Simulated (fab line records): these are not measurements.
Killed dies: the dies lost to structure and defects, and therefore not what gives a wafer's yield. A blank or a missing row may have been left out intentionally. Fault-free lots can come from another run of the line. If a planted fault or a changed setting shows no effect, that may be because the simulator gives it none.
Check of tool commonality || flow sky130 || Sampled: 12 lots, 36 wafers

== WHAT PROMPTED THE OPENING ==
Of 12 lots, 2 have the reading VT_ADJUST_NCORE_TW flagged at SKY_VT_ADJUST_NCORE_TW_MEAS_11. Wafers without a fault read 216.9, standard deviation 1.6.
Rule: a lot is flagged when every wafer of it that has a number lies more than 4 standard deviations from that mean, or none has a number. The rest of the lots are taken to be sound.

{"lot": "L744", "measured": "day 9 03:32", "on": "film_metro-01", "VT_ADJUST_NCORE_TW, wafer by wafer": "216.7 215.8 216.6", "flag": ""}
{"lot": "L745", "measured": "day 9 13:08", "on": "film_metro-02", "VT_ADJUST_NCORE_TW, wafer by wafer": "216.4 216.0 215.4", "flag": ""}
{"lot": "L746", "measured": "day 9 19:47", "on": "film_metro-04", "VT_ADJUST_NCORE_TW, wafer by wafer": "218.0 217.8 216.3", "flag": ""}
{"lot": "L750", "measured": "day 10 21:55", "on": "film_metro-04", "VT_ADJUST_NCORE_TW, wafer by wafer": "119.4 118.5 118.3", "flag": "FLAGGED"}
{"lot": "L753", "measured": "day 11 18:56", "on": "film_metro-01", "VT_ADJUST_NCORE_TW, wafer by wafer": "116.6 115.9 116.3", "flag": "FLAGGED"}
{"lot": "L756", "measured": "day 12 15:11", "on": "film_metro-04", "VT_ADJUST_NCORE_TW, wafer by wafer": "217.0 217.6 218.1", "flag": ""}
{"lot": "L758", "measured": "day 13 08:47", "on": "film_metro-04", "VT_ADJUST_NCORE_TW, wafer by wafer": "221.1 220.9 220.7", "flag": ""}
{"lot": "L760", "measured": "day 14 03:22", "on": "film_metro-02", "VT_ADJUST_NCORE_TW, wafer by wafer": "216.1 216.8 216.3", "flag": ""}
{"lot": "L761", "measured": "day 14 12:14", "on": "film_metro-04", "VT_ADJUST_NCORE_TW, wafer by wafer": "218.5 219.2 218.5", "flag": ""}
{"lot": "L762", "measured": "day 14 14:44", "on": "film_metro-01", "VT_ADJUST_NCORE_TW, wafer by wafer": "218.3 218.1 219.8", "flag": ""}
{"lot": "L764", "measured": "day 15 06:02", "on": "film_metro-01", "VT_ADJUST_NCORE_TW, wafer by wafer": "216.9 216.3 215.3", "flag": ""}
{"lot": "L765", "measured": "day 15 16:37", "on": "film_metro-01", "VT_ADJUST_NCORE_TW, wafer by wafer": "217.0 218.2 216.8", "flag": ""}
Average over the flagged lots: 117.5; offset from the usual -99.4, equal to -62 standard deviations.

== LOT BY LOT: THE TOOL USED ==
The record keeps 1 process step preceding the reading, out of 708 steps on the route. Cell contents, in order: the tool; ch with the chambers the sampled wafers went through; the start.
{"lot": "L744", "flag": "", "SKY_VT_ADJUST_NCORE_IMPLANT_09": "implanter-04 ch 0, day 9 03:19"}
{"lot": "L745", "flag": "", "SKY_VT_ADJUST_NCORE_IMPLANT_09": "implanter-03 ch 0, day 9 12:55"}
{"lot": "L746", "flag": "", "SKY_VT_ADJUST_NCORE_IMPLANT_09": "implanter-04 ch 0, day 9 19:32"}
{"lot": "L750", "flag": "FLAGGED", "SKY_VT_ADJUST_NCORE_IMPLANT_09": "implanter-04 ch 0, day 10 21:40"}
{"lot": "L753", "flag": "FLAGGED", "SKY_VT_ADJUST_NCORE_IMPLANT_09": "implanter-04 ch 0, day 11 18:41"}
{"lot": "L756", "flag": "", "SKY_VT_ADJUST_NCORE_IMPLANT_09": "implanter-02 ch 0, day 12 14:56"}
{"lot": "L758", "flag": "", "SKY_VT_ADJUST_NCORE_IMPLANT_09": "implanter-02 ch 0, day 13 08:32"}
{"lot": "L760", "flag": "", "SKY_VT_ADJUST_NCORE_IMPLANT_09": "implanter-02 ch 0, day 14 03:07"}
{"lot": "L761", "flag": "", "SKY_VT_ADJUST_NCORE_IMPLANT_09": "implanter-03 ch 0, day 14 12:01"}
{"lot": "L762", "flag": "", "SKY_VT_ADJUST_NCORE_IMPLANT_09": "implanter-03 ch 0, day 14 14:30"}
{"lot": "L764", "flag": "", "SKY_VT_ADJUST_NCORE_IMPLANT_09": "implanter-03 ch 0, day 15 05:47"}
{"lot": "L765", "flag": "", "SKY_VT_ADJUST_NCORE_IMPLANT_09": "implanter-03 ch 0, day 15 16:22"}
What the steps here do:
- SKY_VT_ADJUST_NCORE_IMPLANT_09
- SKY_VT_ADJUST_NCORE_TW_MEAS_11

== FLAGGED AGAINST TOTAL, ONE TOOL AT A TIME (gauges that did the reading follow at the end) ==
{"step": "SKY_VT_ADJUST_NCORE_IMPLANT_09", "tool": "implanter-02", "lots run": 3, "flagged": 0, "share of the flagged lots": "none", "sound lots run after its first flagged lot": "-"}
{"step": "SKY_VT_ADJUST_NCORE_IMPLANT_09", "tool": "implanter-03", "lots run": 5, "flagged": 0, "share of the flagged lots": "none", "sound lots run after its first flagged lot": "-"}
{"step": "SKY_VT_ADJUST_NCORE_IMPLANT_09", "tool": "implanter-04", "lots run": 4, "flagged": 2, "share of the flagged lots": "all", "sound lots run after its first flagged lot": 0}
{"step": "SKY_VT_ADJUST_NCORE_TW_MEAS_11", "tool": "film_metro-01", "lots run": 5, "flagged": 1, "share of the flagged lots": "some", "sound lots run after its first flagged lot": "3 (L762,L764,L765)"}
{"step": "SKY_VT_ADJUST_NCORE_TW_MEAS_11", "tool": "film_metro-02", "lots run": 2, "flagged": 0, "share of the flagged lots": "none", "sound lots run after its first flagged lot": "-"}
{"step": "SKY_VT_ADJUST_NCORE_TW_MEAS_11", "tool": "film_metro-04", "lots run": 5, "flagged": 1, "share of the flagged lots": "some", "sound lots run after its first flagged lot": "3 (L756,L758,L761)"}

== WHAT IS ALLOWED BY THE TABLE ==
Rows of the table that ran each flagged lot: 1, that is implanter-04 at SKY_VT_ADJUST_NCORE_IMPLANT_09.
- implanter-04 at SKY_VT_ADJUST_NCORE_IMPLANT_09: 2 of its 4 lots flagged. It ran its last sound lot, L746, at day 9 19:32 and its first flagged lot, L750, at day 10 21:40: a fault with its onset between the two fits. Its own readings lie more than 4 standard deviations out on every wafer of the flagged lots: dose_ions_cm2, faraday_current_uA.
One tool is left: implanter-04 at SKY_VT_ADJUST_NCORE_IMPLANT_09.

== WHAT HAD BEEN PUT IN BY THE SIMULATOR ==
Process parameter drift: implanter-04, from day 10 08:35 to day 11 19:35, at SKY_VT_ADJUST_NCORE_IMPLANT_09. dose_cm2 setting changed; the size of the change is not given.
Lots struck among those shown: L750, L753. This agrees with what the rule above found.
